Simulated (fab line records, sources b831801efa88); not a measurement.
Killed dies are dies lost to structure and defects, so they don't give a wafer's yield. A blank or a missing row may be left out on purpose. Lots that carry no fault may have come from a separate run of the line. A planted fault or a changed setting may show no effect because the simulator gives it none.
fab line records	flow sky130
record: lots: 13	wafers: 39	lastDay: 50
route steps=708 shown GATE_OXIDE@189 SD_P@324 SD_N@353 LI_CONTACT@374
lots that met no fault: taken from a fault-free run of the same line
startH: the number of hours between the record's first day and the start of the first shown wafer of the lot	waitH: how many hours have passed since the lot's step before this one	" identical to the entry in the row above	L1.1+2: one row covering several wafers at once	- value missing, or start not given	* or withheld: withheld	< > ~ a bound
route shown NAME@n: NAME is a module with steps in the file, n the number in the route of the first one	usual: average and standard deviation across the fault-free wafers	same: alike in all rows	chamber/n: place in a boat	sites: each site's reading	_std_site: standard deviation across them	_edge_site: the outer-site mean with the inner-site mean subtracted	radiusMm: how far each site lies from the wafer's centre	mask NAME#n: copy n	behind: tool/chamber where the wafer was last shaped	hold: the reason the lot was held/the length of the hold in hours/how it ended	device: the n, p or np transistor that did not switch	end of line: tests of these same wafers at the route's end	for a step that has no rows: nothing shown but its recipe	killed: count of dies lost to structure and defects at first sort (not the wafer's yield)	map: a wafer's dies, marking killed ones x, the rest . and places with no die _
set.NAME: the setting that was run; set.NAME@STEP: the one run at that earlier step	model.NAME: the simulator's own value behind a step, which no gauge read
route steps across a sampled set of lots; one table per step, one row per wafer
services: a tool's chamber out of use, with start hour (startH, from the record's first day; less than 0 if before it), hours out, and reason
== steps ==
step: SKY_GATE_OXIDE_THK_MEAS_02
recipe: reads: SiO2_of_GATE_OXIDE_OXIDATION_01
usual: GATE_OXIDE_OXIDATION_00_THK: 10.21/0.18
lot.wafer	tool	chamber	startH	waitH	GATE_OXIDE_OXIDATION_00_THK[nm]
L688.1	filmMetro-02	-	278.77	0.0	10.16
L688.2	"	-	"	"	10.14
L688.3	"	-	"	"	10.23
L689.1	filmMetro-01	-	287.11	0.0	10.10
L689.3	"	-	"	"	10.27
L689.6	"	-	"	"	10.09
L690.4	filmMetro-02	-	298.07	0.0	9.94
L690.5	"	-	"	"	10.02
L690.6	"	-	"	"	10.24
L694.1	filmMetro-01	-	325.17	0.0	10.23
L694.2	"	-	"	"	10.17
L694.5	"	-	"	"	10.20
L695.1	filmMetro-04	-	335.07	0.0	10.24
L695.2	"	-	"	"	10.56
L695.6	"	-	"	"	10.54
L698.3	filmMetro-02	-	365.24	0.0	10.25
L698.4	"	-	"	"	10.15
L698.6	"	-	"	"	10.10
L697.3	filmMetro-04	-	368.83	0.0	10.46
L697.4	"	-	"	"	10.19
L697.5	"	-	"	"	10.44
L702.3	filmMetro-04	-	399.55	0.0	10.41
L702.4	"	-	"	"	10.44
L702.6	"	-	"	"	10.21
L704.2	filmMetro-02	-	413.07	0.0	10.47
L704.3	"	-	"	"	10.35
L704.4	"	-	"	"	10.42
L708.2	filmMetro-04	-	444.02	0.0	9.76
L708.3	"	-	"	"	9.74
L708.5	"	-	"	"	9.58
L709.1	filmMetro-02	-	449.51	0.0	9.97
L709.2	"	-	"	"	10.11
L709.4	"	-	"	"	9.99
L710.1	filmMetro-01	-	461.45	0.0	10.35
L710.2	"	-	"	"	10.21
L710.4	"	-	"	"	10.56
L711.1	filmMetro-01	-	470.34	0.0	9.93
L711.4	"	-	"	"	10.04
L711.5	"	-	"	"	10.09
step: SKY_SD_P_EXPOSE_04
recipe: maskId: PSDM	na: 0.6	sourceShape: conventional	sigmaOuter: 0.6	polarization: unpolarized	targetCdNm: 380	doseMj: 138
lot.wafer	tool	chamber	startH	waitH	mask
L688.1+2+3	ilineStepper-01	0	570.46	-	PSDM#0
L689.1+3+6	ilineStepper-02	0	577.23	-	PSDM#0
L690.4+5+6	ilineStepper-02	0	592.37	-	PSDM#0
L694.1+2+5	ilineStepper-02	0	619.74	-	PSDM#0
L695.1+2+6	ilineStepper-01	0	630.46	-	PSDM#0
L698.3+4+6	ilineStepper-02	0	660.62	-	PSDM#0
L697.3+4+5	ilineStepper-02	0	663.35	-	LDNTM#0
L702.3+4+6	ilineStepper-02	0	693.80	-	PSDM#0
L704.2+3+4	ilineStepper-02	0	705.23	-	PSDM#0
L708.2+3+5	ilineStepper-02	0	731.76	-	PSDM#0
L709.1+2+4	ilineStepper-01	0	741.74	-	PSDM#0
L710.1+2+4	ilineStepper-02	0	749.11	-	PSDM#0
L711.1+4+5	ilineStepper-02	0	756.54	-	PSDM#0
step: SKY_SD_P_CD_MEAS_07
recipe: targetCdNm: 380
usual: cdNm: 380.7/2.4
lot.wafer	tool	chamber	startH	waitH	cdNm
L688.1	cdSem-02	-	585.61	0.1	381.4
L688.2	"	-	"	"	378.0
L688.3	"	-	"	"	378.9
L689.1	cdSem-01	-	591.91	0.1	376.9
L689.3	"	-	"	"	379.6
L689.6	"	-	"	"	379.9
L690.4	cdSem-01	-	606.62	0.1	378.4
L690.5	"	-	"	"	377.4
L690.6	"	-	"	"	376.2
L694.1	cdSem-01	-	633.69	0.1	380.6
L694.2	"	-	"	"	380.8
L694.5	"	-	"	"	379.5
L695.1	cdSem-01	-	644.21	0.1	379.5
L695.2	"	-	"	"	379.4
L695.6	"	-	"	"	380.1
L698.3	cdSem-02	-	674.10	0.1	380.8
L698.4	"	-	"	"	382.4
L698.6	"	-	"	"	380.6
L697.3	cdSem-01	-	677.68	0.1	-
L697.4	"	-	"	"	-
L697.5	"	-	"	"	-
L702.3	cdSem-02	-	707.23	0.1	379.8
L702.4	"	-	"	"	379.2
L702.6	"	-	"	"	379.8
L704.2	cdSem-01	-	718.48	0.1	381.1
L704.3	"	-	"	"	382.5
L704.4	"	-	"	"	380.7
L708.2	cdSem-02	-	745.23	0.1	383.7
L708.3	"	-	"	"	383.2
L708.5	"	-	"	"	383.6
L709.1	cdSem-01	-	754.61	0.1	377.5
L709.2	"	-	"	"	381.3
L709.4	"	-	"	"	380.7
L710.1	cdSem-01	-	762.14	0.1	384.4
L710.2	"	-	"	"	386.7
L710.4	"	-	"	"	387.0
L711.1	cdSem-02	-	769.71	0.1	379.5
L711.4	"	-	"	"	379.2
L711.5	"	-	"	"	379.6
step: SKY_SD_P_TW_MEAS_11
usual: SD_P_TW: 2829/14
lot.wafer	tool	chamber	startH	waitH	SD_P_TW
L688.1	filmMetro-04	-	586.02	0.1	2831
L688.2	"	-	"	"	2835
L688.3	"	-	"	"	2838
L689.1	filmMetro-01	-	592.32	0.1	2820
L689.3	"	-	"	"	2834
L689.6	"	-	"	"	2814
L690.4	filmMetro-01	-	607.00	0.1	2819
L690.5	"	-	"	"	2812
L690.6	"	-	"	"	2818
L694.1	filmMetro-03	-	634.09	0.1	2839
L694.2	"	-	"	"	2827
L694.5	"	-	"	"	2816
L695.1	filmMetro-04	-	644.62	0.1	2834
L695.2	"	-	"	"	2838
L695.6	"	-	"	"	2830
L698.3	filmMetro-04	-	674.49	0.1	2844
L698.4	"	-	"	"	2834
L698.6	"	-	"	"	2842
L697.3	filmMetro-01	-	678.06	0.1	30
L697.4	"	-	"	"	30
L697.5	"	-	"	"	30
L702.3	filmMetro-01	-	707.61	0.1	2825
L702.4	"	-	"	"	2817
L702.6	"	-	"	"	2817
L704.2	filmMetro-04	-	718.88	0.1	2846
L704.3	"	-	"	"	2853
L704.4	"	-	"	"	2843
L708.2	filmMetro-01	-	745.63	0.1	2807
L708.3	"	-	"	"	2813
L708.5	"	-	"	"	2809
L709.1	filmMetro-03	-	755.02	0.1	2812
L709.2	"	-	"	"	2833
L709.4	"	-	"	"	2815
L710.1	filmMetro-01	-	762.54	0.1	2841
L710.2	"	-	"	"	2817
L710.4	"	-	"	"	2837
L711.1	filmMetro-01	-	770.12	0.1	2822
L711.4	"	-	"	"	2832
L711.5	"	-	"	"	2820
step: SKY_SD_N_STRIP_11
recipe: chemistry: O2/N2	powerW: 1400	pressureMtorr: 1500	platenTempC: withheld	o2FlowSccm: 3000	n2FlowSccm: 300	overashFraction: 0.5
usual: drypumpMotorCurrentA: 5.6/0.49	o2FlowSccm: 3001/8.8	oesProductAu: 0.527/0.0046	stripTimeToEndpointS: 22.54/0.045
lot.wafer	tool	chamber	startH	waitH	drypumpMotorCurrentA	o2FlowSccm	oesProductAu	rfHoursCounterH	stripTimeToEndpointS
L688.1	plasmaAsher-02	0	644.07	0.1	4.8	3003	0.528	50	22.54
L688.2	"	1	"	"	5.8	3009	0.528	50	22.53
L688.3	"	1	"	"	5.8	3013	0.529	-	22.55
L689.1	plasmaAsher-04	0	651.22	0.1	6.0	2993	0.531	23	22.55
L689.3	"	0	"	"	6.0	3013	0.523	-	22.52
L689.6	"	1	"	"	5.9	2983	0.533	-	22.52
L690.4	plasmaAsher-02	1	664.11	0.1	5.8	2997	0.522	-	22.49
L690.5	"	0	"	"	4.8	2991	0.531	-	22.54
L690.6	"	1	"	"	5.8	2993	0.524	-	22.49
L694.1	plasmaAsher-03	0	690.97	0.1	5.6	3016	0.526	102	22.53
L694.2	"	1	"	"	6.2	2990	0.527	102	22.53
L694.5	"	0	"	"	5.7	3004	0.529	-	22.50
L695.1	plasmaAsher-02	0	701.52	0.1	4.8	3005	0.531	56	22.53
L695.2	"	1	"	"	5.8	2999	0.531	56	22.56
L695.6	"	0	"	"	4.8	3007	0.532	-	22.54
L698.3	plasmaAsher-02	1	729.61	0.1	5.8	3006	0.529	-	22.61
L698.4	"	0	"	"	4.8	2995	0.523	-	22.62
L698.6	"	0	"	"	4.8	2991	0.534	-	22.58
L697.3	plasmaAsher-03	0	733.60	0.1	5.7	3008	0.529	-	22.50
L697.4	"	1	"	"	6.2	2992	0.524	-	22.46
L697.5	"	1	"	"	6.1	2990	0.534	-	22.51
L702.3	plasmaAsher-04	1	761.70	0.1	5.9	2988	0.526	-	22.62
L702.4	"	0	"	"	6.0	3011	0.525	-	22.60
L702.6	"	0	"	"	6.0	3012	0.525	-	22.58
L704.2	plasmaAsher-04	0	772.77	0.1	6.0	3006	0.528	35	22.57
L704.3	"	0	"	"	6.0	3005	0.526	-	22.63
L704.4	"	1	"	"	5.9	2998	0.534	-	22.58
L708.2	plasmaAsher-02	0	799.57	0.1	4.8	2980	0.526	65	22.55
L708.3	"	0	"	"	4.8	2998	0.518	-	22.52
L708.5	"	1	"	"	5.8	3009	0.529	-	22.57
L709.1	plasmaAsher-02	1	808.97	0.1	5.8	3001	0.526	66	22.64
L709.2	"	0	"	"	4.8	3002	0.527	66	22.55
L709.4	"	1	"	"	5.8	3006	0.527	-	22.56
L710.1	plasmaAsher-02	1	815.37	0.1	5.8	2993	0.526	67	22.53
L710.2	"	0	"	"	4.8	3000	0.525	67	22.49
L710.4	"	1	"	"	5.8	2996	0.519	-	22.47
L711.1	plasmaAsher-03	0	824.27	0.1	5.7	2997	0.524	8	22.58
L711.4	"	1	"	"	6.2	2992	0.524	-	22.51
L711.5	"	0	"	"	5.7	2989	0.533	-	22.58
step: SKY_LI_CONTACT_CD_MEAS_12
recipe: targetCdNm: 170
usual: cdNm: 170.9/1.5
lot.wafer	tool	chamber	startH	waitH	cdNm
L688.1	cdSem-01	-	673.37	-	169.1
L688.2	"	-	"	"	169.6
L688.3	"	-	"	"	169.7
L689.1	cdSem-02	-	680.71	-	172.1
L689.3	"	-	"	"	171.2
L689.6	"	-	"	"	171.4
L690.4	cdSem-02	-	693.38	-	173.5
L690.5	"	-	"	"	175.1
L690.6	"	-	"	"	175.3
L694.1	cdSem-01	-	720.34	-	170.6
L694.2	"	-	"	"	171.2
L694.5	"	-	"	"	170.8
L695.1	cdSem-01	-	730.07	-	169.1
L695.2	"	-	"	"	170.5
L695.6	"	-	"	"	168.4
L698.3	cdSem-01	-	758.48	-	169.1
L698.4	"	-	"	"	169.2
L698.6	"	-	"	"	169.3
L697.3	cdSem-02	-	762.53	-	169.6
L697.4	"	-	"	"	171.0
L697.5	"	-	"	"	171.5
L702.3	cdSem-01	-	789.55	-	169.3
L702.4	"	-	"	"	168.5
L702.6	"	-	"	"	169.3
L704.2	cdSem-01	-	800.13	-	173.8
L704.3	"	-	"	"	174.4
L704.4	"	-	"	"	173.8
L708.2	cdSem-01	-	827.48	-	169.3
L708.3	"	-	"	"	169.0
L708.5	"	-	"	"	169.6
L709.1	cdSem-02	-	836.32	-	171.2
L709.2	"	-	"	"	171.0
L709.4	"	-	"	"	171.5
L710.1	cdSem-01	-	843.16	-	169.4
L710.2	"	-	"	"	169.9
L710.4	"	-	"	"	171.0
L711.1	cdSem-02	-	852.47	-	171.9
L711.4	"	-	"	"	171.0
L711.5	"	-	"	"	171.2
== services ==
tool	chamber	startH	hours	kind
ilineStepper-01	-	567.79	0.7	repair
ilineStepper-01	-	576.33	1.7	pm
ilineStepper-01	0	576.44	-	calibration
plasmaAsher-03	-	590.43	0.4	repair
ilineStepper-02	-	605.57	1.7	pm
ilineStepper-02	0	632.33	-	calibration
plasmaAsher-04	-	692.03	7.9	repair
plasmaAsher-04	-	705.02	1.2	repair
plasmaAsher-03	-	711.27	0.8	repair
ilineStepper-01	-	724.89	7.8	repair
plasmaAsher-03	-	733.75	9.0	pm
plasmaAsher-03	0	733.75	9.0	ventCycle
plasmaAsher-03	1	733.75	9.0	ventCycle
plasmaAsher-03	0	742.75	-	clean
plasmaAsher-03	1	742.75	-	clean
ilineStepper-01	0	785.96	-	calibration
ilineStepper-01	-	794.51	1.7	pm
ilineStepper-02	-	823.75	1.7	pm
== key ==
firstSign: step: SKY_SD_P_EXPOSE_04	reading: mask	direction: changed
effect: step: SKY_SD_P_CD_MEAS_07	reading: cdNm	direction: missing
effect: step: SKY_SD_P_TW_MEAS_11	reading: SD_P_TW	direction: down	sigmas: 99+	usual: 2829	struck: 30
metAt SKY_SD_P_EXPOSE_04
struckLots L697
sortLeftOut L697.3,L697.4,L697.5
testerLeftOut L697
notActingAt SKY_GATE_OXIDE_THK_MEAS_02,SKY_SD_N_STRIP_11,SKY_LI_CONTACT_CD_MEAS_12
onsetBetween 660.62 663.35
fault: kind: wrongMask	tool: any	chamber: -	onsetH: 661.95	steps: SKY_SD_P_EXPOSE_04	auxCopy: LDNTM#0	scope: struckLotsOnly
testerLeftOut: of these lots the tester's yield and bins aren't shown, on N5 and GAA mostly nor the transistor test; their killed dies are dies lost to structure and defects alone, not to doping, threshold or leakage, so they don't give the yield
sortLeftOut: the simulated sort isn't trusted on such a fault, so these wafers' sort isn't shown, and their yield isn't known
